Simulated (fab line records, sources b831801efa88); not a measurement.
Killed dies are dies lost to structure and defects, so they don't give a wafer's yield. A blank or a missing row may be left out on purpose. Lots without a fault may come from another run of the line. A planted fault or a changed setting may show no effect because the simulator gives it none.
Which tool did it? | flow gf180mcu | 11 lots, 33 wafers sampled, at 3 steps of a route of 602

WHAT THE GAUGES READ, wafer by wafer
GF_VT_IMPLANT_TW_MEAS_21.
lot  | measured     | on            | VT_IMPLANT_2_TW
L966 | day 6 15:17  | film_metro-01 | 1213 1219 1217
L967 | day 6 20:30  | film_metro-02 | 1221 1212 1224
L971 | day 8 02:37  | film_metro-04 | 1205 1199 1200
L973 | day 8 12:55  | film_metro-04 | 1146 1147 1139 1146 1143 1144
L975 | day 9 03:29  | film_metro-01 | 1149 1147 1154 1151 1151 1149
L977 | day 9 13:43  | film_metro-01 | 1152 1157 1149 1148 1151 1156
L980 | day 10 08:04 | film_metro-01 | 1219 1211 1221
L983 | day 11 02:37 | film_metro-02 | 1222 1215 1214
L984 | day 11 09:32 | film_metro-02 | 1213 1218 1213
L987 | day 12 03:27 | film_metro-02 | 1227 1224 1223
L988 | day 12 08:52 | film_metro-04 | 1215 1216 1216

WHICH TOOL RAN EACH LOT (tool, then ch and the chambers of the sampled wafers, then the start)
lot  | GF_VT_IMPLANT_STRIP_09               | GF_VT_IMPLANT_IMPLANT_19
L966 | plasma_asher-03 ch 0,1, day 5 23:13  | implanter-03 ch 0, day 6 15:02
L967 | plasma_asher-02 ch 0,1, day 6 04:15  | implanter-01 ch 0, day 6 20:17
L971 | plasma_asher-02 ch 0,1, day 7 10:08  | implanter-01 ch 0, day 8 02:24
L973 | plasma_asher-03 ch 0,1, day 7 20:28  | implanter-01 ch 0, day 8 12:40
L975 | plasma_asher-03 ch 0,1, day 8 09:35  | implanter-01 ch 0, day 9 03:17
L977 | plasma_asher-01 ch 0,1, day 8 19:33  | implanter-01 ch 0, day 9 13:28
L980 | plasma_asher-02 ch 0,1, day 9 13:38  | implanter-04 ch 0, day 10 07:51
L983 | plasma_asher-01 ch 1, day 10 08:15   | implanter-04 ch 0, day 11 02:22
L984 | plasma_asher-01 ch 0,1, day 10 15:05 | implanter-03 ch 0, day 11 09:20
L987 | plasma_asher-02 ch 0,1, day 11 08:53 | implanter-04 ch 0, day 12 03:14
L988 | plasma_asher-02 ch 0,1, day 11 13:13 | implanter-04 ch 0, day 12 08:38
- GF_VT_IMPLANT_STRIP_09: strips in O2/N2.
- GF_VT_IMPLANT_IMPLANT_19

THE ANSWER, worked out from the rows above alone
Rule: what is usual is taken from the lots themselves. Put in order of their means at a reading, lots are off if they are a third of the lots or fewer, leave a main group of 4 or more, and stand apart from it by a gap of 3 or more times the standard deviation of the main group's means; of several such gaps the widest counts. A main group whose means are all the same, to the digits that the tables above print for the reading, isn't used. A lot without any number at a reading at which 4 lots or more have one is off too. The other lots that the step has rows for count as sound.
Off: L973, L975, L977, at GF_VT_IMPLANT_TW_MEAS_21 (VT_IMPLANT_2_TW). The main group: mean 1216, standard deviation 6.1.
A tool fits if, at a process step before that reading, it ran every lot that is off, and no sound lot after the first of them. The gauges at GF_VT_IMPLANT_TW_MEAS_21 are tried like those tools. One fits: implanter-01 at GF_VT_IMPLANT_IMPLANT_19. Its last sound lot is L971 (day 8 02:24), its first lot that is off L973 (day 8 12:40): a fault that began between those two fits.

WHAT THE SIMULATOR HAD PUT IN
Process parameter drift: implanter-01, from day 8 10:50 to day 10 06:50, at GF_VT_IMPLANT_IMPLANT_19. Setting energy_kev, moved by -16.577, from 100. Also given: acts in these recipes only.
Lots struck among those shown: L973, L975, L977. The rule above found the same.
